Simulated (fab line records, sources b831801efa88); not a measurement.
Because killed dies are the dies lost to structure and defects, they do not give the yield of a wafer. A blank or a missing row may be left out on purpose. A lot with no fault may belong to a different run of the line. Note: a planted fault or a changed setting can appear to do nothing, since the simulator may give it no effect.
Code-filled problem report in 8D (eight disciplines) form + flow sky130 + the parts of the form that need people (team, actions taken, sign-off) are left out

## 1. THE PROBLEM
At SKY_PAD_OPEN_PROBE_99, killed at front end averages 419 over 6 wafers from 2 lots, while fault-free wafers read 15, standard deviation 4.1. Relative to the usual mean, that is a shift of +99 standard deviations.
First seen on wafer L286.1, day 48 11:16, on prober-02. At this step, 6 wafers from 2 lots have a number in the record. Rule for "out" (also "out of limits"): further than 4 standard deviations from the usual mean. The other wafers with a number count as sound.

## 2. WHAT IT IS, WHAT IT ISN'T
| question                    | is                                              | is not                                                         |
|-----------------------------|-------------------------------------------------|----------------------------------------------------------------|
| which readings at this step | killed at front end, killed dies, killed on rim | killed_at_M0_to_M3, killed at other, killed open, killed short |
| which lots                  | L286, L287                                      | -                                                              |
| which wafers of those lots  | all that have a number                          | -                                                              |
| read on which tools         | prober-01, prober-02                            | -                                                              |
| when                        | from day 48 11:16                               | up to then (0 sound wafers)                                    |

## 3. SUSPECTS, AND WHAT RULES EACH OUT
Counting: a tool at any process step up to the reading remains a suspect when it ran all the lots that are out and ran no sound lot after the first of those.
- rie si-01 at SKY_FIELD_ISO_ETCH_17 (etches Si in HBr/Cl2/O2, target depth 342 nm, time 97.7 s): kept. It ran every lot that is out, first L286 (day 4 09:38), and no sound lot after that.
The count leaves rie si-01 at SKY_FIELD_ISO_ETCH_17.

## 4. THE CAUSE (what the simulator had put in)
Beginning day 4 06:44, the whole step at SKY_FIELD_ISO_ETCH_17 was skipped on rie si-01. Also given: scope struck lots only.
Counting left only this tool.

## 5. SEQUENCE OF EFFECTS, ordered by route
Each row: a reading where the mean over the struck wafers with a number is more than 3 standard deviations away from the usual. Readings are gone through only where the record gives a usual standard deviation; hours: the median, over the lots, of the time from a lot's start at the first step in this table giving one to that lot's start at this step; sigmas: the change measured in usual standard deviations.
| hours | step                  | reading             | usual | on struck wafers | change | sigmas |
|-------|-----------------------|---------------------|-------|------------------|--------|--------|
| 0     | SKY_PAD_OPEN_PROBE_99 | killed at front end | 15    | 419              | +404   | +99    |
| 0     | SKY_PAD_OPEN_PROBE_99 | killed dies         | 85    | 492              | +407   | +46    |
| 0     | SKY_PAD_OPEN_PROBE_99 | killed on rim       | 17    | 96               | +79    | +21    |
Process steps it contains:
- SKY_PAD_OPEN_PROBE_99
Readings that are blank on the struck wafers while sound wafers have them: HBr_flow_sccm at SKY_FIELD_ISO_ETCH_17; O2_flow_sccm at SKY_FIELD_ISO_ETCH_17; drypump motor current A at SKY_FIELD_ISO_ETCH_17; oes product au at SKY_FIELD_ISO_ETCH_17; throttle valve pct at SKY_FIELD_ISO_ETCH_17.

## 6. HOW IT WOULD HAVE BEEN CAUGHT EARLIER
In this record the first reading out of limits was taken at day 48 11:16, 1061 hours after the fault began at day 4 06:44.
At SKY_FIELD_ISO_ETCH_17 the tool's readings are blank on the struck wafers, where sound wafers have them: an empty tool record is the first sign, and it was there at once.
The start of SKY_FIELD_ISO_ETCH_17 on rie si-01 came by day 48 11:16 for every one of the lots that are out (2). Holding the tool at that point would not have protected any of them.
